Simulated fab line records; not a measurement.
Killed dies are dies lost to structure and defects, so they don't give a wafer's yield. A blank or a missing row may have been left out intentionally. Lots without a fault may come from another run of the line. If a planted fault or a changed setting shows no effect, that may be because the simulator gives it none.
A lot that was struck, set against a sound lot | flow gf180mcu | 15 steps out of a route of 602
Sound: wafers L703.4, L703.5, L703.6. Struck: wafer L715.5 (L715.1, L715.6, from the same lot, were not struck and are left out); the cause is given at the end.
Order at every step that has rows: each side's tool, ch and its chambers, its first start. Under that, the readings that differ: sound wafers | struck wafers | difference of the means | sigmas: that difference in standard deviations of wafers without a fault.
alike: words and numbers the same on both sides, and readings whose means are apart by under 2 such deviations; not compared: readings that were withheld, readings missing a value for some wafer, numbers with overlapping values and no deviation given by the record, and bounds like >300 which may hide the same value.
The two part at a step that has a row with sigmas, a row that says differs or no value, or rows on one side only. Numbers that have no deviation but don't overlap get no sigmas and don't part them. Lack of a reading on every wafer of one side parts them only where that side has two or more wafers.

first, 3 steps without rows for these wafers: GF_M1_STRIP_18 (strips in post etch residue remover, time 1200 s); GF_M1_CLEAN_19 (cleans in DIW); GF_V1_CVD_00 (deposits SiO2, target thk 600 nm, time 100 s).
GF_V1_THK_MEAS_01:
  struck on filmMetro-02, day 24 01:31; sound on filmMetro-02, day 19 05:59
  alike: V1_CVD_00_THK
GF_V1_CVD_02: deposits SiO2 from TEOS, target thk 850 nm, time 94.851 s.
  sound on pecvd-02 ch 0,1,2, day 19 06:03; struck on pecvd-02 ch 1, day 24 01:34
  alike: heaterPowerW
GF_V1_THK_MEAS_03:
  struck on filmMetro-01, day 24 01:38; sound on filmMetro-01, day 19 06:07
  alike: V1_CVD_02_THK
GF_V1_CMP_04: polishes SiO2.
  sound on cmp-02 ch 0,3, day 19 06:13; struck on cmp-02 ch 0, day 24 01:51
  alike: motorCurrentA, timeToEndpointS
GF_V1_BOW_MEAS_05:
  struck on filmMetro-01, day 24 02:00; sound on filmMetro-03, day 19 06:35
  alike: V1_BOW
then, 4 steps without rows for these wafers: GF_V1_DEHYDRATE_06 (time 60 s); GF_V1_HMDS_07 (prime time 58.32 s); GF_V1_COAT_08; GF_V1_COAT_09 (resist thk 1000 nm).
GF_V1_SOFTBAKE_10: time 60 s.
  sound on lithoTrack-01 ch 0, day 19 19:00; struck on lithoTrack-03 ch 0, day 24 13:00
reading               | sound             | struck | difference | sigmas
heaterPowerTotalW (W) | 93.06 93.07 93.11 | 94.13  | +1.05      | +19
runLengthS (s)        | 89.13 89.07 88.98 | 86.66  | -2.40      | -14
then, 1 step without rows for these wafers: GF_V1_EXPOSE_11 (exposes mask Via1, target cd 260 nm).
GF_PASSIVATION_PROBE_99:
  rows exist in the record for the sound wafers here (prober-02, day 30 17:34), none for the struck ones

== WHERE THEY PART ==
First at GF_V1_SOFTBAKE_10; last, within this record, at GF_PASSIVATION_PROBE_99.

WHY: what the simulator had put in
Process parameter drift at GF_V1_SOFTBAKE_10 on lithoTrack-03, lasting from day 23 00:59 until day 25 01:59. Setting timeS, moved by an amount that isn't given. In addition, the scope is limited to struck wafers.
